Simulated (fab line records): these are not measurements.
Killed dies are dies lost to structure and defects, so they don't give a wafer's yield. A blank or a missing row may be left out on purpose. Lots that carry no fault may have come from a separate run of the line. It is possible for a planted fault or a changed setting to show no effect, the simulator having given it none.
A lot that was struck, set against a sound lot :: flow sky130 :: 16 out of 708 route steps
Sound: the wafers L831.2, L831.3, L831.5. Wafers struck: L842.1, L842.4, L842.6. The cause is given at the end.
At each step with rows: each side's tool, then ch and its chambers, then its first start. Under that, the readings that differ: sound wafers :: struck wafers :: difference of the means :: sigmas: that difference in standard deviations of wafers without a fault.
alike: readings with means less than 2 such deviations apart, plus words and numbers identical on both sides. not compared: withheld readings, readings lacking a value on some wafer, bounds such as >300 that could conceal the same value, and numbers that have no deviation in the record and whose values overlap.
The two part at a step that has a row with sigmas, a row that says differs or no value, or rows on one side only. Numbers that don't overlap but have no deviation are shown without sigmas and don't part them. A reading that every wafer of one side lacks parts them only if that side has two wafers or more.

SKY_GATE_OXIDE_TW_MEAS_14:
  sound on film_metro-04, day 14 18:59; struck on film_metro-02, day 18 17:23
reading: GATE_OXIDE_TW
sound: 226.0 226.0 225.4
struck: 221.4 218.6 221.4
difference: -5.3
sigmas: -2
then, 3 steps without rows for these wafers: SKY_GATE_OXIDE_CLEAN_15 (cleans in SC1/SC2, time 150 s); SKY_GATE_OXIDE_OXIDATION_16 (stabilise 600 s, purge 300 s, target thk 3.57 nm); SKY_POLY_GATE_CVD_00 (deposits poly-Si, target thk 180 nm, time 720 s).
SKY_POLY_GATE_THK_MEAS_01:
  sound on film_metro-02, day 14 22:31; struck on film_metro-02, day 19 00:34
  alike: POLY_GATE_CVD_00_THK
then, 3 steps without rows for these wafers: SKY_RES_PROTECT_DEHYDRATE_00 (time 60 s); SKY_RES_PROTECT_HMDS_01 (prime time 60 s); SKY_RES_PROTECT_COAT_02 (resist thk 1140 nm).
SKY_RES_PROTECT_SOFTBAKE_03: time 62.71 s.
  sound on litho_track-03 ch 0, day 15 12:04; struck on litho_track-03 ch 0, day 19 15:17
  alike: heater_power_total_W, plate_sensor_t_centre_C, plate_sensor_t_edge_C, resist_line_temp_C
then, 3 steps without rows for these wafers: SKY_RES_PROTECT_EXPOSE_04 (exposes mask RPM, target cd 1270 nm); SKY_RES_PROTECT_PEB_05; SKY_RES_PROTECT_DEVELOP_06 (develop time 60 s).
SKY_POLY_GATE_IMPLANT_02:
  sound on implanter-04 ch 0, day 16 01:23; struck on implanter-04 ch 0, day 20 06:26
SKY_RES_PROTECT_STRIP_07: strips in O2/N2.
  sound on plasma_asher-04 ch 1, day 16 01:31; struck on plasma_asher-04 ch 0,1, day 20 06:35
reading: strip_time_to_endpoint_s (s)
sound: 23.31 23.35 23.33
struck: 23.15 23.19 23.15
difference: -0.17
sigmas: -4
  alike: chamber_pressure_mTorr, drypump_motor_current_A, oes_product_au
  not compared: rf_hours_counter_h
SKY_RES_PROTECT_TW_MEAS_08:
  sound on film_metro-01, day 16 01:38; struck on film_metro-03, day 20 06:41
  alike: POLY_GATE_TW
SKY_PAD_OPEN_PROBE_99:
  rows exist in the record for the sound wafers here (prober-02, day 46 12:10), none for the struck ones

== WHERE THEY PART ==
Last at SKY_PAD_OPEN_PROBE_99 as far as this record goes, first at SKY_GATE_OXIDE_TW_MEAS_14.

WHY: what had been put in by the simulator
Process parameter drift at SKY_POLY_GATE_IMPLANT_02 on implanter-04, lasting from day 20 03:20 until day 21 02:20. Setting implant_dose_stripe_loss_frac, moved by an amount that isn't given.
